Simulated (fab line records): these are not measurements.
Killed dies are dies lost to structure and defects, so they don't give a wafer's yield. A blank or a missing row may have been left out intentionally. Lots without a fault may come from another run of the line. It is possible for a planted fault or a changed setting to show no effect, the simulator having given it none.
Which of the tools did it?	flow sky130	30 wafers from 10 lots sampled at 3 of the route's 708 steps

## WHAT THE GAUGES READ, wafer by wafer
SKY_VIA4_RS_MEAS_19: a four-point-probe measurement. Usual: VIA4_W_RS 0.225 ohm/sq, standard deviation 0.0036.
lot	measured	on	VIA4_W_RS (ohm/sq)	flag
L127	day 43 00:44	film metro-01	0.227 0.227 0.226	
L128	day 43 10:19	film metro-02	0.230 0.221 0.228	
L131	day 44 05:57	film metro-02	0.221 0.223 0.228	
L135	day 45 08:50	film metro-01	0.222 0.227 0.216	
L136	day 45 15:47	film metro-02	0.225 0.220 0.226	
L137	day 45 17:56	film metro-02	0.225 0.227 0.222	
L138	day 45 23:55	film metro-01	0.218 0.227 0.219	
L143	day 47 05:10	film metro-01	0.227 0.225 0.230	
L144	day 47 13:05	film metro-01	0.229 0.225 0.228	
L150	day 48 22:37	film metro-02	0.231 0.221 0.230	

## EACH LOT AND THE TOOL THAT RAN IT (in order: tool; ch and the chambers of the sampled wafers; start)
lot	SKY_METAL4_METAL_ETCH_18	SKY_VIA4_CVD_18
L127	rie metal-01 ch 0,1, day 41 22:56	cvd w-01 ch 1, day 43 00:35
L128	rie metal-04 ch 0,1, day 42 09:21	cvd w-02 ch 0,1, day 43 10:10
L131	rie metal-02 ch 0,1, day 43 05:26	cvd w-02 ch 0,1, day 44 05:48
L135	rie metal-02 ch 0,1, day 44 09:12	cvd w-02 ch 0,1, day 45 08:41
L136	rie metal-02 ch 0,1, day 44 15:24	cvd w-02 ch 0,1, day 45 15:37
L137	rie metal-02 ch 0,1, day 44 18:52	cvd w-01 ch 0,1, day 45 17:47
L138	rie metal-02 ch 0,1, day 45 00:47	cvd w-02 ch 0,1, day 45 23:44
L143	rie metal-04 ch 0,1, day 46 06:47	cvd w-01 ch 0, day 47 04:59
L144	rie metal-04 ch 0,1, day 46 14:48	cvd w-01 ch 0,1, day 47 12:55
L150	rie metal-01 ch 0,1, day 48 02:08	cvd w-02 ch 0,1, day 48 22:26
- SKY_METAL4_METAL_ETCH_18: etches the open film in Cl2/BCl3, stops on SiO2, target depth 845 nm, time 183.1 s.
- SKY_VIA4_CVD_18: deposits W, target thk 505 nm, time 152.14 s.

## AS READ BY THE TOOLS THEMSELVES (means over the sampled wafers that have a number; for cases with no such wafer, the mark the record gives instead)
SKY_METAL4_METAL_ETCH_18. Usual: bias w 46.68 W, standard deviation 0.15; drypump motor current A 5.5 A, standard deviation 0.37; oes product au 0.865 a.u., standard deviation 0.006; throttle valve pct 22.265 %, standard deviation 0.0085.
lot	tool	bias w (W)	drypump motor current A (A)	oes product au (a.u.)	throttle valve pct (%)	flag
L127	rie metal-01	46.62	5.4	0.864	22.264	
L128	rie metal-04	46.64	5.4	0.861	22.268	
L131	rie metal-02	46.74	5.5	0.859	22.266	
L135	rie metal-02	46.83	5.8	0.863	22.264	
L136	rie metal-02	46.63	5.8	0.862	22.261	
L137	rie metal-02	46.69	5.5	0.866	22.264	
L138	rie metal-02	46.74	5.8	0.866	22.256	
L143	rie metal-04	46.89	5.2	0.866	22.266	
L144	rie metal-04	46.54	5.4	0.873	22.270	
L150	rie metal-01	46.69	5.6	0.867	22.259	

SKY_VIA4_CVD_18. Usual: heater power w 798 W, standard deviation 73.
lot	tool	heater power w (W)	flag
L127	cvd w-01	889	
L128	cvd w-02	732	
L131	cvd w-02	710	
L135	cvd w-02	742	
L136	cvd w-02	741	
L137	cvd w-01	882	
L138	cvd w-02	724	
L143	cvd w-01	863	
L144	cvd w-01	877	
L150	cvd w-02	746	

## THE ANSWER, worked out from the rows above alone
Rule: a lot is off if the mean of its wafers that have a number lies more than 3 standard deviations from the usual mean. Also off: a lot with no number at a reading for which 4 or more lots have one. Where the step has rows for the other lots, those lots are counted as sound. First the gauges in route order, then the tools' own readings, where a lot's mean is used as printed above. The first step at which some lot is off is used, and at that step the reading that is off furthest; a lot without a number counts as furthest.
No lot is off at any reading shown: from this, nothing can be told.

## WHAT THE SIMULATOR HAD INSERTED
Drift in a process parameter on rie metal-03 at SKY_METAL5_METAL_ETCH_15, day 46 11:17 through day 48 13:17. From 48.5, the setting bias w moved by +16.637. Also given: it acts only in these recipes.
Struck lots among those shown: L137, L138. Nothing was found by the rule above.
